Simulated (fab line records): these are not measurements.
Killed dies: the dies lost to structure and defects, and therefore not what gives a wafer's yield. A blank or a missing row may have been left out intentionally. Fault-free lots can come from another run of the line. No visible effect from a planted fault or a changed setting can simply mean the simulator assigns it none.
fab line records ; flow sky130
[record] lots = 6; wafers = 18; lastDay = 50
route steps=708 shown VT_ADJUST_PCH@148 SONOS_TUNNEL@154 PAD_OPEN@708
lots that met no fault: from a run of the same line without faults
startH: the number of hours between the record's first day and the start of the first shown wafer of the lot ; waitH: time in hours since the lot's previous step ; " same as the row above ; L1.1+2: a single row standing in for several wafers ; - no value, or no start given ; * or withheld: withheld ; < > ~ a bound
route shown NAME@n: NAME is a module with steps in the file, n the number in the route of the first one ; usual: mean/standard deviation taken from wafers without a fault ; same: alike in all rows ; chamber/n: place in a boat ; sites: readings site by site ; _std_site: standard deviation of those values ; _edge_site: the outer-site mean with the inner-site mean subtracted ; radiusMm: for every site, how far away it sits from the centre of the wafer ; mask NAME#n: copy n ; behind: the most recent tool/chamber to have shaped the wafer ; hold: cause of the lot's hold/its duration in hours/its outcome ; device: the n, p or np transistor that did not switch ; end of line: at the end of the route, the tests of the same wafers ; a step given without rows: its recipe and nothing more ; killed: dies lost to structure and defects at the first sort, not the wafer's yield ; map: a wafer's dies, marking killed ones x, the rest . and places with no die _
set.NAME: setting as actually run; set.NAME@STEP: the setting as run at that earlier step ; model.NAME: the simulator's own value behind a step, which no gauge read
lots seen at some steps along the route; tables by step, rows by wafer
services: when a tool's chamber went out of use (startH, in hours from the record's first day, below 0 if earlier), for how many hours, and the reason
[[steps]]
[step SKY_VT_ADJUST_PCH_PEB_05]
[recipe] tempC = 115; timeS = withheld
[step SKY_VT_ADJUST_PCH_DEVELOP_06]
[recipe] wallAngleDeg = 90; developer = TMAH; developTimeS = 60; devTempC = 23
[step SKY_VT_ADJUST_PCH_OVL_MEAS_07]
[usual] VT_ADJUST_PCH_OVL = 0.3/1.6
lot.wafer;tool;chamber;startH;waitH;VT_ADJUST_PCH_OVL[nm]
L107.2;overlay-02;-;229.18;-;2.6
L107.3;overlay-02;-;229.18;-;2.2
L107.6;overlay-02;-;229.18;-;-1.0
L113.1;overlay-02;-;283.67;-;0.6
L113.4;overlay-02;-;283.67;-;1.8
L113.6;overlay-02;-;283.67;-;0.7
L119.1;overlay-02;-;316.32;-;1.9
L119.3;overlay-02;-;316.32;-;-1.7
L119.6;overlay-02;-;316.32;-;1.3
L121.2;overlay-01;-;330.38;-;-0.3
L121.4;overlay-01;-;330.38;-;-0.9
L121.6;overlay-01;-;330.38;-;0.2
L127.1;overlay-01;-;384.02;-;-1.3
L127.3;overlay-01;-;384.02;-;-0.4
L127.5;overlay-01;-;384.02;-;-0.1
L129.2;overlay-01;-;395.16;-;-2.6
L129.4;overlay-01;-;395.16;-;-1.5
L129.6;overlay-01;-;395.16;-;-2.6
[step SKY_VT_ADJUST_PCH_IMPLANT_08]
[recipe] species = B; energyKev = 10; doseCm2 = 5e+11; tiltDeg = withheld
[step SKY_VT_ADJUST_PCH_STRIP_09]
[recipe] chemistry = O2/N2; powerW = 1400; pressureMtorr = 1500; platenTempC = withheld; o2FlowSccm = 3000; n2FlowSccm = 300; overashFraction = 0.5
[usual] chamberPressureMTorr = 1500.0/1.5; drypumpMotorCurrentA = 5.74/0.25; oesProductAu = 0.723/0.0043; stripTimeToEndpointS = 36.97/0.099
[same] overashFraction = 0.5
lot.wafer;tool;chamber;startH;waitH;chamberPressureMTorr;drypumpMotorCurrentA;oesProductAu;rfHoursCounterH;stripTimeToEndpointS
L107.2;plasmaAsher-03;1;229.36;0.1;1498.7;5.78;0.726;51;37.00
L107.3;plasmaAsher-03;0;229.36;0.1;1501.7;6.16;0.721;-;37.14
L107.6;plasmaAsher-03;1;229.36;0.1;1499.8;5.77;0.725;-;37.07
L113.1;plasmaAsher-03;0;283.86;0.1;1498.2;6.11;0.721;57;37.08
L113.4;plasmaAsher-03;1;283.86;0.1;1498.6;5.77;0.723;-;37.02
L113.6;plasmaAsher-03;0;283.86;0.1;1499.3;6.14;0.724;-;37.10
L119.1;plasmaAsher-03;0;316.51;0.1;1500.3;6.13;0.721;60;36.95
L119.3;plasmaAsher-03;1;316.51;0.1;1499.1;5.76;0.723;-;37.00
L119.6;plasmaAsher-03;0;316.51;0.1;1501.6;6.14;0.724;-;37.02
L121.2;plasmaAsher-01;1;330.56;0.1;1499.0;5.35;0.729;22;36.91
L121.4;plasmaAsher-01;0;330.56;0.1;1500.2;5.94;0.722;-;36.88
L121.6;plasmaAsher-01;0;330.56;0.1;1500.3;5.97;0.722;-;36.82
L127.1;plasmaAsher-03;1;384.21;0.1;1500.4;5.75;0.721;68;36.89
L127.3;plasmaAsher-03;1;384.21;0.1;1500.3;5.76;0.728;-;37.03
L127.5;plasmaAsher-03;1;384.21;0.1;1499.5;5.75;0.720;-;37.02
L129.2;plasmaAsher-02;1;395.34;0.1;1500.0;5.68;0.721;71;36.95
L129.4;plasmaAsher-02;1;395.34;0.1;1500.1;5.68;0.721;-;37.04
L129.6;plasmaAsher-02;0;395.34;0.1;1498.5;5.65;0.726;-;37.07
[step SKY_VT_ADJUST_PCH_TW_MEAS_10]
[usual] VT_ADJUST_PCH_TW = 142.3/0.87
lot.wafer;tool;chamber;startH;waitH;VT_ADJUST_PCH_TW
L107.2;filmMetro-03;-;229.47;0.1;141.1
L107.3;filmMetro-03;-;229.47;0.1;141.1
L107.6;filmMetro-03;-;229.47;0.1;141.3
L113.1;filmMetro-04;-;283.96;0.1;142.8
L113.4;filmMetro-04;-;283.96;0.1;142.6
L113.6;filmMetro-04;-;283.96;0.1;142.3
L119.1;filmMetro-01;-;316.61;0.1;143.3
L119.3;filmMetro-01;-;316.61;0.1;142.8
L119.6;filmMetro-01;-;316.61;0.1;142.8
L121.2;filmMetro-01;-;330.67;0.1;142.6
L121.4;filmMetro-01;-;330.67;0.1;142.9
L121.6;filmMetro-01;-;330.67;0.1;143.3
L127.1;filmMetro-01;-;384.31;0.1;141.8
L127.3;filmMetro-01;-;384.31;0.1;141.8
L127.5;filmMetro-01;-;384.31;0.1;141.4
L129.2;filmMetro-01;-;395.45;0.1;141.3
L129.4;filmMetro-01;-;395.45;0.1;141.4
L129.6;filmMetro-01;-;395.45;0.1;141.6
[step SKY_SONOS_TUNNEL_DEHYDRATE_00]
[recipe] tempC = 200; timeS = 60
[step SKY_SONOS_TUNNEL_HMDS_01]
[recipe] primeTimeS = 60; primeTempC = 120
[step SKY_SONOS_TUNNEL_COAT_02]
[recipe] resist = NOVOLAK; spinRpm = 3000; resistThkNm = 1140
[step SKY_SONOS_TUNNEL_SOFTBAKE_03]
[recipe] tempC = 90; timeS = 60; resist = NOVOLAK
[step SKY_SONOS_TUNNEL_EXPOSE_04]
[recipe] maskId = TUNM; na = 0.6; sourceShape = conventional; sigmaOuter = 0.6; polarization = unpolarized; targetCdNm = 410; doseMj = 136
[step SKY_SONOS_TUNNEL_PEB_05]
[recipe] tempC = withheld; timeS = *; resist = NOVOLAK
[step SKY_SONOS_TUNNEL_DEVELOP_06]
[recipe] resist = NOVOLAK; developer = TMAH; developTimeS = 60; devTempC = 23
[usual] chillPlateTempC = 22.98/0.11; exhaustPa = 45.0/0.88
lot.wafer;tool;chamber;startH;waitH;chillPlateTempC;exhaustPa
L107.2;lithoTrack-04;0;252.19;0.1;22.93;44.3
L107.3;lithoTrack-04;0;252.19;0.1;22.85;44.0
L107.6;lithoTrack-04;0;252.19;0.1;23.06;44.9
L113.1;lithoTrack-04;0;307.51;0.1;22.84;45.1
L113.4;lithoTrack-04;0;307.51;0.1;22.95;43.5
L113.6;lithoTrack-04;0;307.51;0.1;22.98;45.1
L119.1;lithoTrack-04;0;342.16;0.1;23.00;44.1
L119.3;lithoTrack-04;0;342.16;0.1;23.00;44.7
L119.6;lithoTrack-04;0;342.16;0.1;23.14;43.3
L121.2;lithoTrack-02;0;357.05;0.1;22.91;44.5
L121.4;lithoTrack-02;0;357.05;0.1;22.89;44.9
L121.6;lithoTrack-02;0;357.05;0.1;22.99;43.8
L127.1;lithoTrack-04;0;412.56;0.1;22.91;45.2
L127.3;lithoTrack-04;0;412.56;0.1;22.91;44.1
L127.5;lithoTrack-04;0;412.56;0.1;23.09;45.8
L129.2;lithoTrack-02;0;423.80;0.1;23.01;46.7
L129.4;lithoTrack-02;0;423.80;0.1;23.12;44.9
L129.6;lithoTrack-02;0;423.80;0.1;23.07;46.5
[step SKY_SONOS_TUNNEL_CD_MEAS_07]
[recipe] targetCdNm = 410
[usual] cdNm = 409.7/2.1
lot.wafer;tool;chamber;startH;waitH;cdNm
L107.2;cdSem-02;-;252.34;0.1;411.6
L107.3;cdSem-02;-;252.34;0.1;410.6
L107.6;cdSem-02;-;252.34;0.1;412.0
L113.1;cdSem-02;-;307.66;0.1;411.3
L113.4;cdSem-02;-;307.66;0.1;409.5
L113.6;cdSem-02;-;307.66;0.1;402.9
L119.1;cdSem-02;-;342.31;0.1;413.0
L119.3;cdSem-02;-;342.31;0.1;404.3
L119.6;cdSem-02;-;342.31;0.1;401.9
L121.2;cdSem-01;-;357.19;0.1;410.3
L121.4;cdSem-01;-;357.19;0.1;412.6
L121.6;cdSem-01;-;357.19;0.1;412.2
L127.1;cdSem-02;-;412.71;0.1;408.5
L127.3;cdSem-02;-;412.71;0.1;409.0
L127.5;cdSem-02;-;412.71;0.1;408.1
L129.2;cdSem-02;-;423.94;0.1;409.7
L129.4;cdSem-02;-;423.94;0.1;406.2
L129.6;cdSem-02;-;423.94;0.1;408.4
[step SKY_SONOS_TUNNEL_OVL_MEAS_08]
[usual] SONOS_TUNNEL_OVL = 1.0/1.5
lot.wafer;tool;chamber;startH;waitH;SONOS_TUNNEL_OVL[nm]
L107.2;overlay-01;-;252.44;0.1;0.5
L107.3;overlay-01;-;252.44;0.1;-0.5
L107.6;overlay-01;-;252.44;0.1;-0.3
L113.1;overlay-01;-;307.78;0.1;-0.9
L113.4;overlay-01;-;307.78;0.1;1.8
L113.6;overlay-01;-;307.78;0.1;1.0
L119.1;overlay-01;-;342.43;0.1;-0.2
L119.3;overlay-01;-;342.43;0.1;2.2
L119.6;overlay-01;-;342.43;0.1;1.7
L121.2;overlay-02;-;357.30;0.1;-1.6
L121.4;overlay-02;-;357.30;0.1;-0.4
L121.6;overlay-02;-;357.30;0.1;-1.3
L127.1;overlay-01;-;412.83;0.1;0.9
L127.3;overlay-01;-;412.83;0.1;3.3
L127.5;overlay-01;-;412.83;0.1;1.1
L129.2;overlay-02;-;424.05;0.1;0.3
L129.4;overlay-02;-;424.05;0.1;-0.3
L129.6;overlay-02;-;424.05;0.1;0.7
[step SKY_PAD_OPEN_PROBE_99]
[usual] killed_at_M0_to_M3 = 42/6.1; killed_at_M4_up = 3.3/1.7; killedAtContacts = 25/5.4; killedAtFrontEnd = 16/4.6; killedAtOther = 0.4/0.55; killedDies = 87/8.8; killedOpen = 47/7.1; killedShort = 40/5.8
[same] grossDies = 492; killedAtBackSide = 0
lot.wafer;tool;chamber;startH;waitH;killed_at_M0_to_M3;killed_at_M4_up;killedAtContacts;killedAtFrontEnd;killedAtOther;killedDies;killedOpen;killedShort
L107.3;prober-02;-;1073.21;0.2;40;2;31;12;0;85;45;40
L107.6;prober-02;-;1073.36;0.2;51;3;22;15;0;91;52;39
L113.1;prober-02;-;1121.48;0.1;41;0;19;17;0;77;40;33
L113.4;prober-02;-;1121.63;0.2;40;3;21;21;0;85;39;46
L113.6;prober-02;-;1121.73;0.2;35;5;20;12;0;72;30;42
L119.1;prober-01;-;1142.29;0.1;38;1;33;18;1;91;48;43
L119.3;prober-01;-;1142.39;0.2;41;6;30;4;0;81;49;32
L119.6;prober-01;-;1142.54;0.2;43;3;31;21;0;98;56;42
L121.2;prober-01;-;1152.99;0.1;51;4;28;14;0;97;50;47
L121.4;prober-01;-;1153.09;0.2;43;5;19;15;0;82;43;38
L121.6;prober-01;-;1153.19;0.2;44;4;17;17;0;82;42;38
L127.1;prober-01;-;1188.45;0.1;45;4;28;19;0;96;53;43
L127.3;prober-01;-;1188.55;0.2;40;2;29;13;0;84;48;36
L127.5;prober-01;-;1188.65;0.2;38;6;26;9;1;80;40;40
L129.2;prober-01;-;1191.50;0.1;47;4;24;12;1;88;54;33
L129.4;prober-01;-;1191.60;0.2;39;1;18;15;0;73;45;27
L129.6;prober-01;-;1191.70;0.2;41;4;16;21;0;82;47;35
// killed by level:class
L107.3 CONTACT:geometricParticle:open=13 VIA1:geometricParticle:open=11 LOCAL_INTERCONNECT:geometricParticle:short=7 LI_CONTACT:geometricParticle:open=6 METAL1:geometricParticle:short=6 VIA2:geometricParticle:open=5 VIA1:geometricParticle:short=5 CONTACT:geometricParticle:short=4
L107.6 VIA3:geometricParticle:open=11 CONTACT:geometricParticle:open=9 VIA2:geometricParticle:open=9 METAL2:geometricParticle:short=7 LI_CONTACT:geometricParticle:open=6 METAL1:geometricParticle:short=5 VIA1:geometricParticle:short=5 VIA1:geometricParticle:open=5
L113.1 VIA1:geometricParticle:open=7 LI_CONTACT:geometricParticle:open=6 VIA2:geometricParticle:open=6 VIA3:geometricParticle:open=6 CONTACT:geometricParticle:open=5 METAL1:geometricParticle:short=5 VIA2:geometricParticle:short=4 POLY_GATE:areaEtch=4
L113.4 METAL1:geometricParticle:short=9 LI_CONTACT:geometricParticle:open=8 CONTACT:geometricParticle:open=6 VIA3:geometricParticle:short=6 FIELD_ISO:geometricParticle:open=5 FIELD_ISO:geometricParticle:short=4 VIA1:geometricParticle:open=4 VIA1:geometricParticle:short=4
L113.6 METAL2:geometricParticle:short=8 METAL1:geometricParticle:short=6 CONTACT:geometricParticle:short=5 CONTACT:geometricParticle:open=5 VIA3:geometricParticle:open=5 FIELD_ISO:geometricParticle:short=4 LOCAL_INTERCONNECT:geometricParticle:short=4 VIA1:geometricParticle:short=4
L119.1 CONTACT:geometricParticle:open=12 LI_CONTACT:geometricParticle:open=9 METAL2:geometricParticle:short=9 VIA1:geometricParticle:open=5 VIA1:geometricParticle:short=5 FIELD_ISO:geometricParticle:short=4 POLY_GATE:geometricParticle:open=4 POLY_GATE:geometricParticle:short=4
L119.3 VIA1:geometricParticle:open=11 LI_CONTACT:geometricParticle:open=9 VIA3:geometricParticle:open=7 LOCAL_INTERCONNECT:geometricParticle:short=6 CONTACT:geometricParticle:open=6 METAL1:geometricParticle:short=6 LI_CONTACT:geometricParticle:short=4 METAL2:geometricParticle:short=4
L119.6 LI_CONTACT:geometricParticle:open=12 CONTACT:geometricParticle:open=12 VIA1:geometricParticle:open=11 POLY_GATE:geometricParticle:short=7 POLY_GATE:geometricParticle:open=6 METAL2:geometricParticle:short=5 VIA3:geometricParticle:short=5 METAL1:geometricParticle:short=4
L121.2 CONTACT:geometricParticle:open=11 POLY_GATE:geometricParticle:short=8 LI_CONTACT:geometricParticle:open=8 METAL1:geometricParticle:short=8 METAL2:geometricParticle:short=8 VIA1:geometricParticle:open=8 VIA3:geometricParticle:open=7 VIA1:geometricParticle:short=6
L121.4 VIA1:geometricParticle:open=10 LI_CONTACT:geometricParticle:open=7 VIA3:geometricParticle:open=7 VIA2:geometricParticle:open=7 POLY_GATE:geometricParticle:short=5 CONTACT:geometricParticle:open=5 METAL1:geometricParticle:short=5 VIA1:geometricParticle:short=4
L121.6 VIA1:geometricParticle:open=9 VIA3:geometricParticle:open=6 METAL2:geometricParticle:short=5 VIA1:geometricParticle:short=5 LI_CONTACT:geometricParticle:open=4 POLY_GATE:geometricParticle:short=4 LOCAL_INTERCONNECT:geometricParticle:short=4 VIA2:geometricParticle:open=4
L127.1 CONTACT:geometricParticle:open=9 VIA3:geometricParticle:open=9 VIA1:geometricParticle:open=8 LOCAL_INTERCONNECT:geometricParticle:short=7 METAL1:geometricParticle:short=6 POLY_GATE:geometricParticle:open=6 VIA2:geometricParticle:open=6 LI_CONTACT:geometricParticle:open=5
L127.3 CONTACT:geometricParticle:open=13 VIA1:geometricParticle:open=11 LI_CONTACT:geometricParticle:open=6 VIA3:geometricParticle:open=6 CONTACT:geometricParticle:short=5 METAL1:geometricParticle:short=5 VIA2:geometricParticle:open=4 LOCAL_INTERCONNECT:geometricParticle:short=3
L127.5 VIA1:geometricParticle:open=9 CONTACT:geometricParticle:open=8 VIA1:geometricParticle:short=8 VIA2:geometricParticle:open=8 LI_CONTACT:geometricParticle:open=5 CONTACT:geometricParticle:short=5 METAL4:geometricParticle:short=5 LOCAL_INTERCONNECT:geometricParticle:short=4
L129.2 CONTACT:geometricParticle:open=14 VIA3:geometricParticle:open=11 VIA1:geometricParticle:open=11 VIA3:geometricParticle:short=6 LI_CONTACT:geometricParticle:open=5 VIA2:geometricParticle:open=5 METAL2:geometricParticle:short=5 LI_CONTACT:geometricParticle:short=4
L129.4 LI_CONTACT:geometricParticle:open=10 VIA2:geometricParticle:open=8 VIA3:geometricParticle:open=8 FIELD_ISO:geometricParticle:open=5 CONTACT:geometricParticle:open=5 VIA1:geometricParticle:open=4 METAL2:geometricParticle:short=4 FIELD_ISO:geometricParticle:short=3
L129.6 VIA1:geometricParticle:open=9 FIELD_ISO:geometricParticle:open=7 VIA3:geometricParticle:open=7 VIA2:geometricParticle:open=6 CONTACT:geometricParticle:short=5 LI_CONTACT:geometricParticle:open=5 VIA3:geometricParticle:short=5 METAL1:geometricParticle:short=4
[[services]]
tool;chamber;startH;hours;kind
plasmaAsher-01;-;260.79;1.0;repair
lithoTrack-02;-;309.27;-;consumableReplace:filter
plasmaAsher-01;-;310.17;1.4;repair
lithoTrack-02;-;330.72;-;consumableReplace:filter
plasmaAsher-03;-;339.92;1.3;repair
plasmaAsher-01;-;357.12;2.0;repair
plasmaAsher-01;-;365.28;0.6;repair
plasmaAsher-02;-;376.96;10.0;repair
plasmaAsher-03;-;387.40;5.2;repair
plasmaAsher-02;-;421.25;9.0;pm
plasmaAsher-02;0;421.25;9.0;ventCycle
plasmaAsher-02;1;421.25;9.0;ventCycle
[[key]]
[firstSign] step = SKY_SONOS_TUNNEL_CD_MEAS_07; reading = cdNm; direction = down; sigmas = 3.1; usual = 409.7; struck = 403.1
effect none on later readings
metAt SKY_SONOS_TUNNEL_DEVELOP_06
struckWafers L113.6,L119.3,L119.6
testerLeftOut L113,L119
onsetBetween 252.19 307.51
[fault] kind = processParameterDrift; tool = lithoTrack-04; chamber = -; onsetH = 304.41; steps = SKY_SONOS_TUNNEL_DEVELOP_06; channel = developTimeS; offset = *; shape = step; endH = 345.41; scope = struckWafersOnly; actsIn = *; stated = *
// testerLeftOut: of these lots the tester's yield and bins aren't shown, on N5 and GAA mostly nor the transistor test; their killed dies are dies lost to structure and defects alone, not to doping, threshold or leakage, so they don't give the yield
